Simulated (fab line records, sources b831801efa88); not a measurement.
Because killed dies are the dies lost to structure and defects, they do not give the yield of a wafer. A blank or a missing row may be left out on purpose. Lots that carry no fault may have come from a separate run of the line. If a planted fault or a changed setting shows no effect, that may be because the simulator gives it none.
What tool caused it? | flow gf180mcu | 14 lots, 42 wafers sampled, at 4 steps of a route of 602

== WHAT THE GAUGES SHOWED, per wafer ==
GF_V5_OVL_MEAS_15. Usual: V5_OVL gives 0 nm (standard deviation 6.1).
lot  | measured     | on         | V5_OVL (nm) | flag
L950 | day 27 01:49 | overlay-01 | 6 7 -3      | 
L951 | day 27 20:47 | overlay-02 | -8 -3 -3    | 
L953 | day 28 00:19 | overlay-02 | 9 11 14     | 
L954 | day 28 18:27 | overlay-02 | 8 2 0       | 
L956 | day 29 03:13 | overlay-02 | 17 9 5      | 
L955 | day 29 07:20 | overlay-01 | 1 -5 -8     | 
L957 | day 29 12:15 | overlay-01 | 1 10 -7     | 
L958 | day 29 21:04 | overlay-01 | 1 1 -3      | 
L960 | day 30 09:21 | overlay-01 | -7 -5 -7    | 
L965 | day 31 15:13 | overlay-01 | 3 9 8       | 
L966 | day 31 22:30 | overlay-02 | 0 -3 6      | 
L968 | day 32 11:53 | overlay-02 | -2 4 -7     | 
L969 | day 32 14:49 | overlay-02 | -5 -6 2     | 
L970 | day 32 21:13 | overlay-02 | 4 -3 -6     | 

GF_PASSIVATION_THK_MEAS_01. Usual: PASSIVATION_CVD_00_THK gives 1004 nm (standard deviation 15).
lot  | measured     | on           | PASSIVATION_CVD_00_THK (nm) | flag
L950 | day 28 00:23 | filmMetro-02 | 1013 1009 1006              | 
L951 | day 28 18:43 | filmMetro-02 | 980 995 1002                | 
L953 | day 28 22:33 | filmMetro-04 | 992 1004 1003               | 
L954 | day 29 16:56 | filmMetro-01 | 1024 1003 1023              | 
L956 | day 30 00:17 | filmMetro-02 | 1003 1026 995               | 
L955 | day 30 04:56 | filmMetro-01 | 994 1007 1000               | 
L957 | day 30 09:15 | filmMetro-04 | 977 969 997                 | 
L958 | day 30 17:37 | filmMetro-01 | 999 998 1009                | 
L960 | day 31 06:04 | filmMetro-02 | 994 982 1019                | 
L965 | day 32 10:17 | filmMetro-01 | 1010 1027 1011              | 
L966 | day 32 17:38 | filmMetro-02 | 987 1003 1000               | 
L968 | day 33 06:52 | filmMetro-01 | 967 1009 984                | 
L969 | day 33 09:26 | filmMetro-01 | 975 1011 994                | 
L970 | day 33 19:59 | filmMetro-04 | 1004 1007 1011              | 

GF_PASSIVATION_THK_MEAS_03. Usual: PASSIVATION_CVD_02_THK gives 700 nm (standard deviation 8.5).
lot  | measured     | on           | PASSIVATION_CVD_02_THK (nm) | flag
L950 | day 28 00:52 | filmMetro-04 | 692 699 702                 | 
L951 | day 28 19:04 | filmMetro-04 | 690 691 708                 | 
L953 | day 28 22:57 | filmMetro-01 | 680 706 711                 | 
L954 | day 29 17:17 | filmMetro-02 | 701 709 716                 | 
L956 | day 30 00:38 | filmMetro-02 | 696 703 690                 | 
L955 | day 30 05:17 | filmMetro-04 | 695 710 710                 | 
L957 | day 30 09:36 | filmMetro-02 | 700 694 707                 | 
L958 | day 30 17:58 | filmMetro-01 | 697 702 700                 | 
L960 | day 31 06:25 | filmMetro-04 | 685 700 702                 | 
L965 | day 32 10:38 | filmMetro-02 | 681 700 710                 | 
L966 | day 32 17:59 | filmMetro-01 | 702 691 694                 | 
L968 | day 33 07:13 | filmMetro-02 | 691 702 710                 | 
L969 | day 33 09:47 | filmMetro-04 | 686 688 696                 | 
L970 | day 33 20:20 | filmMetro-02 | 708 710 702                 | 

== EACH LOT AND THE TOOL THAT RAN IT (in order: tool; ch and the chambers of the sampled wafers; start) ==
lot  | GF_SAB_CVD_00
L950 | pecvd-03 ch 1,2, day 14 01:42
L951 | pecvd-01 ch 0,2, day 14 20:33
L953 | pecvd-04 ch 0,1,2, day 15 03:03
L954 | pecvd-03 ch 0,1, day 15 19:53
L956 | pecvd-04 ch 0,1,2, day 16 09:13
L955 | pecvd-01 ch 0,1, day 16 11:00
L957 | pecvd-04 ch 0,2, day 16 19:18
L958 | pecvd-04 ch 1,2, day 17 02:33
L960 | pecvd-04 ch 0,1,2, day 17 19:37
L965 | pecvd-01 ch 0,1,2, day 19 11:31
L966 | pecvd-01 ch 0,1,2, day 19 20:45
L968 | pecvd-03 ch 0,1,2, day 20 17:20
L969 | pecvd-03 ch 1,2, day 20 22:23
L970 | pecvd-03 ch 0,1,2, day 21 05:10
- GF_SAB_CVD_00: deposits SiO2 from TEOS, target thk 50 nm, time 4.9302 s.

== AS READ BY THE TOOLS THEMSELVES (means over the sampled wafers that have a number; for cases with no such wafer, the mark the record gives instead) ==
GF_SAB_CVD_00. Usual: heaterPowerW reads 678 W (standard deviation 78).
lot  | tool     | heaterPowerW (W) | flag
L950 | pecvd-03 | 619              | 
L951 | pecvd-01 | 783              | 
L953 | pecvd-04 | 682              | 
L954 | pecvd-03 | 599              | 
L956 | pecvd-04 | 677              | 
L955 | pecvd-01 | 663              | 
L957 | pecvd-04 | 691              | 
L958 | pecvd-04 | 778              | 
L960 | pecvd-04 | 698              | 
L965 | pecvd-01 | 733              | 
L966 | pecvd-01 | 689              | 
L968 | pecvd-03 | 635              | 
L969 | pecvd-03 | 598              | 
L970 | pecvd-03 | 648              | 

== THE ANSWER, worked out from the rows above alone ==
Rule: a lot counts as off when the mean over its wafers that have a number is more than 3 standard deviations away from the usual mean. Also off: a lot with no number at a reading for which 4 or more lots have one. The other lots that the step has rows for count as sound. The gauges are gone through in route order, then the tools' own readings, and for those a lot's mean is taken as printed above. At the first step where some lot is off, the reading lying furthest off is the one used; lots without a number count as furthest.
Across all readings shown, no lot is off: no conclusion can be drawn from this.

== WHAT HAD BEEN PUT IN BY THE SIMULATOR ==
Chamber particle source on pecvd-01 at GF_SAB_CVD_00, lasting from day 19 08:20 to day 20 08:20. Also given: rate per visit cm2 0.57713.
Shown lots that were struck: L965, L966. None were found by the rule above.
